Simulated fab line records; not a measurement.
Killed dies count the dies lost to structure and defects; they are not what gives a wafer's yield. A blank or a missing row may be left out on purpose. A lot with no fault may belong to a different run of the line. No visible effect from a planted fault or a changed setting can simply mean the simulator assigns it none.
Which tool was responsible? -- flow sky130 -- 42 wafers from 14 lots sampled at 6 of the route's 708 steps

WHAT THE GAUGES READ, wafer by wafer
SKY_FIELD_ISO_THK_MEAS_23. Usual: FIELD_ISO_OXIDATION_01_THK typically reads 9.97 nm, with standard deviation 0.16.
lot,measured,on,FIELD_ISO_OXIDATION_01_THK (nm),flag
L305,day 2 12:10,filmMetro-02,9.89 9.99 9.97,
L306,day 2 18:53,filmMetro-01,10.04 10.15 10.10,
L307,day 2 23:04,filmMetro-02,9.89 10.08 10.01,
L308,day 3 04:49,filmMetro-01,9.98 10.09 9.94,
L309,day 3 11:46,filmMetro-01,10.18 9.74 9.98,
L310,day 3 15:52,filmMetro-01,9.87 9.84 9.96,
L311,day 3 20:28,filmMetro-01,10.05 9.94 9.92,
L319,day 5 13:48,filmMetro-04,10.06 10.02 10.13,
L320,day 5 19:29,filmMetro-01,9.71 9.67 9.75,
L321,day 6 03:46,filmMetro-01,9.86 10.02 10.11,
L322,day 6 04:57,filmMetro-04,9.88 9.80 9.89,
L323,day 6 10:27,filmMetro-01,9.89 9.99 10.00,
L325,day 6 20:40,filmMetro-01,9.77 9.84 9.90,
L327,day 7 09:02,filmMetro-04,9.67 9.64 9.63,

SKY_NWELL_RS_MEAS_31: the measuring method here is four-point-probe. Usual: PWDE_RS typically reads 5273 ohm/sq, with standard deviation 16.
lot,measured,on,PWDE_RS (ohm/sq),flag
L305,day 5 13:24,filmMetro-01,5241 5247 5266,
L306,day 5 23:53,filmMetro-03,5235 5263 5249,
L307,day 6 01:20,filmMetro-03,5277 5270 5273,
L308,day 6 09:25,filmMetro-02,5289 5264 5263,
L309,day 6 14:06,filmMetro-03,5280 5311 5280,
L310,day 6 19:33,filmMetro-02,5253 5263 5248,
L311,day 7 03:36,filmMetro-03,5258 5265 5280,
L319,day 9 02:35,filmMetro-03,5276 5267 5295,
L320,day 9 09:32,filmMetro-02,5269 5291 5293,
L321,day 9 22:30,filmMetro-01,5284 5274 5272,
L322,day 9 22:52,filmMetro-02,5293 5293 5274,
L323,day 10 02:29,filmMetro-03,5251 5241 5249,
L325,day 10 14:56,filmMetro-02,5299 5294 5281,
L327,day 11 05:21,filmMetro-02,5290 5277 5272,

SKY_VT_ADJUST_HVTP_TW_MEAS_11. Usual: VT_ADJUST_HVTP_TW typically reads 1345, with standard deviation 11.
lot,measured,on,VT_ADJUST_HVTP_TW,flag
L305,day 6 08:33,filmMetro-03,1329 1329 1331,
L306,day 6 18:13,filmMetro-02,1345 1342 1348,
L307,day 6 20:43,filmMetro-04,1360 1360 1349,
L308,day 7 05:22,filmMetro-02,1354 1342 1347,
L309,day 7 09:31,filmMetro-04,30 30 30,OFF
L310,day 7 14:43,filmMetro-02,30 30 30,OFF
L311,day 7 23:43,filmMetro-03,1331 1328 1340,
L319,day 10 00:22,filmMetro-04,1359 1365 1357,
L320,day 10 06:41,filmMetro-02,1341 1343 1340,
L321,day 10 20:22,filmMetro-04,1354 1364 1362,
L322,day 10 20:34,filmMetro-03,1323 1323 1320,
L323,day 11 00:28,filmMetro-04,1359 1351 1356,
L325,day 11 14:13,filmMetro-04,1350 1350 1343,
L327,day 12 05:31,filmMetro-04,1347 1352 1351,

WHAT TOOL EACH LOT RAN ON (gives the tool, then ch and the chambers of the sampled wafers, and finally the start)
lot,SKY_PWDE_STRIP_09,SKY_NWELL_STRIP_25,SKY_VT_ADJUST_HVTP_STRIP_10
L305,"plasmaAsher-02 ch 0,1, day 4 02:31","plasmaAsher-04 ch 0,1, day 5 12:49","plasmaAsher-03 ch 0,1, day 6 08:27"
L306,"plasmaAsher-04 ch 0,1, day 4 11:30","plasmaAsher-01 ch 0,1, day 5 23:17","plasmaAsher-02 ch 0,1, day 6 18:07"
L307,"plasmaAsher-02 ch 0,1, day 4 13:01","plasmaAsher-04 ch 0,1, day 6 00:47","plasmaAsher-02 ch 0,1, day 6 20:37"
L308,"plasmaAsher-01 ch 0,1, day 4 20:10","plasmaAsher-01 ch 0,1, day 6 08:50","plasmaAsher-02 ch 0,1, day 7 05:16"
L309,"plasmaAsher-01 ch 0,1, day 5 00:46","plasmaAsher-01 ch 0,1, day 6 13:33","plasmaAsher-01 ch 0,1, day 7 09:25"
L310,"plasmaAsher-04 ch 0,1, day 5 05:52","plasmaAsher-03 ch 0,1, day 6 19:00","plasmaAsher-02 ch 0,1, day 7 14:37"
L311,"plasmaAsher-01 ch 0,1, day 5 12:49","plasmaAsher-01 ch 0,1, day 7 03:03","plasmaAsher-03 ch 0,1, day 7 23:37"
L319,"plasmaAsher-02 ch 0,1, day 7 07:42","plasmaAsher-03 ch 0,1, day 9 02:01","plasmaAsher-03 ch 0,1, day 10 00:16"
L320,"plasmaAsher-01 ch 0,1, day 7 14:28","plasmaAsher-04 ch 1, day 9 08:58","plasmaAsher-03 ch 0,1, day 10 06:34"
L321,"plasmaAsher-04 ch 0, day 8 02:49","plasmaAsher-03 ch 1, day 9 21:57","plasmaAsher-01 ch 0,1, day 10 20:16"
L322,"plasmaAsher-02 ch 0,1, day 8 04:04","plasmaAsher-01 ch 0,1, day 9 22:19","plasmaAsher-02 ch 0,1, day 10 20:28"
L323,"plasmaAsher-04 ch 0,1, day 8 07:04","plasmaAsher-03 ch 0,1, day 10 01:53","plasmaAsher-03 ch 0,1, day 11 00:22"
L325,"plasmaAsher-04 ch 0,1, day 8 19:25","plasmaAsher-04 ch 0,1, day 10 14:23","plasmaAsher-02 ch 0,1, day 11 14:07"
L327,"plasmaAsher-01 ch 0,1, day 9 08:46","plasmaAsher-03 ch 0,1, day 11 04:46","plasmaAsher-02 ch 0,1, day 12 05:25"
- SKY_PWDE_STRIP_09: strips in O2/N2.
- SKY_NWELL_STRIP_25: strips in O2/N2.
- SKY_VT_ADJUST_HVTP_STRIP_10: strips in O2/N2.

AS READ BY THE TOOLS THEMSELVES (means over the sampled wafers that have a number; for cases with no such wafer, the mark the record gives instead)
SKY_PWDE_STRIP_09. Usual: chamberPressureMTorr 1500.0 mTorr, standard deviation 1.5; drypumpMotorCurrentA 5.8 A, standard deviation 0.56; oesProductAu 0.722 a.u., standard deviation 0.0046; stripTimeToEndpointS 36.92 s, standard deviation 0.1.
lot,tool,chamberPressureMTorr (mTorr),drypumpMotorCurrentA (A),oesProductAu (a.u.),stripTimeToEndpointS (s),flag
L305,plasmaAsher-02,1500.0,5.7,0.725,37.00,
L306,plasmaAsher-04,1499.1,6.3,0.723,36.84,
L307,plasmaAsher-02,1500.2,5.7,0.728,36.89,
L308,plasmaAsher-01,1499.5,5.3,0.722,36.88,
L309,plasmaAsher-01,1500.4,5.3,0.725,36.95,
L310,plasmaAsher-04,1499.4,6.3,0.720,37.08,
L311,plasmaAsher-01,1499.2,5.3,0.722,36.95,
L319,plasmaAsher-02,1498.1,5.7,0.718,36.72,
L320,plasmaAsher-01,1499.0,5.7,0.723,36.96,
L321,plasmaAsher-04,1501.0,6.5,0.723,36.93,
L322,plasmaAsher-02,1499.3,5.7,0.720,36.87,
L323,plasmaAsher-04,1498.9,6.3,0.720,36.99,
L325,plasmaAsher-04,1500.3,6.4,0.721,36.96,
L327,plasmaAsher-01,1501.0,5.7,0.731,37.10,

SKY_NWELL_STRIP_25. Usual: chamberPressureMTorr 1499.9 mTorr, standard deviation 2; drypumpMotorCurrentA 5.8 A, standard deviation 0.57; oesProductAu 0.723 a.u., standard deviation 0.0047; stripTimeToEndpointS 36.94 s, standard deviation 0.11.
lot,tool,chamberPressureMTorr (mTorr),drypumpMotorCurrentA (A),oesProductAu (a.u.),stripTimeToEndpointS (s),flag
L305,plasmaAsher-04,1499.6,6.3,0.721,36.68,
L306,plasmaAsher-01,1500.4,5.3,0.720,36.82,
L307,plasmaAsher-04,1499.0,6.3,0.720,36.85,
L308,plasmaAsher-01,1499.7,5.3,0.722,37.04,
L309,plasmaAsher-01,-,-,-,-,OFF
L310,plasmaAsher-03,-,-,-,-,OFF
L311,plasmaAsher-01,1499.5,5.7,0.722,36.89,
L319,plasmaAsher-03,1499.3,5.5,0.723,36.89,
L320,plasmaAsher-04,1502.3,6.2,0.720,36.88,
L321,plasmaAsher-03,1500.2,5.5,0.718,37.05,
L322,plasmaAsher-01,1499.5,5.3,0.723,36.99,
L323,plasmaAsher-03,1500.0,5.6,0.720,36.91,
L325,plasmaAsher-04,1504.4,6.4,0.726,37.07,
L327,plasmaAsher-03,1499.9,5.7,0.725,36.95,

SKY_VT_ADJUST_HVTP_STRIP_10. Usual: chamberPressureMTorr 1500.1 mTorr, standard deviation 1.4; drypumpMotorCurrentA 5.6 A, standard deviation 0.32; oesProductAu 0.715 a.u., standard deviation 0.0047; stripTimeToEndpointS 14.16 s, standard deviation 0.042.
lot,tool,chamberPressureMTorr (mTorr),drypumpMotorCurrentA (A),oesProductAu (a.u.),stripTimeToEndpointS (s),flag
L305,plasmaAsher-03,1498.9,5.5,0.714,14.17,
L306,plasmaAsher-02,1501.1,5.7,0.717,14.16,
L307,plasmaAsher-02,1499.2,5.7,0.708,14.17,
L308,plasmaAsher-02,1501.1,5.7,0.717,14.21,
L309,plasmaAsher-01,1500.7,5.3,0.724,58.65,OFF
L310,plasmaAsher-02,1501.2,5.7,0.732,58.49,OFF
L311,plasmaAsher-03,1500.0,5.7,0.717,14.15,
L319,plasmaAsher-03,1498.9,5.6,0.720,14.10,
L320,plasmaAsher-03,1499.9,5.6,0.714,14.17,
L321,plasmaAsher-01,1500.8,5.3,0.718,14.21,
L322,plasmaAsher-02,1500.2,5.7,0.714,14.15,
L323,plasmaAsher-03,1500.4,5.7,0.711,14.17,
L325,plasmaAsher-02,1499.6,5.7,0.714,14.13,
L327,plasmaAsher-02,1500.4,5.7,0.710,14.12,

THE ANSWER, worked out from the rows above alone
Rule: take the mean of a lot's wafers that have a number; if it is more than 3 standard deviations from the usual mean, the lot is off. A lot without any number at a reading at which 4 lots or more have one is off too. All remaining lots with rows at the step are treated as sound. After the gauges, taken in route order, come the tools' own readings; for these a lot's mean is taken, as printed above. The first step at which some lot is off is used, and at that step the reading that is off furthest; a lot without a number counts as furthest.
Off: L309, L310, at SKY_VT_ADJUST_HVTP_TW_MEAS_11 (VT_ADJUST_HVTP_TW).
A tool fits if, at a process step before that reading, it ran every lot that is off, and no sound lot after the first of them. Not tried: the gauges at SKY_VT_ADJUST_HVTP_TW_MEAS_11; whatever is off there is also off at SKY_NWELL_STRIP_25, on other tools, and gauge error can't account for it. None of those tried fits.

WHAT THE SIMULATOR HAD INSERTED
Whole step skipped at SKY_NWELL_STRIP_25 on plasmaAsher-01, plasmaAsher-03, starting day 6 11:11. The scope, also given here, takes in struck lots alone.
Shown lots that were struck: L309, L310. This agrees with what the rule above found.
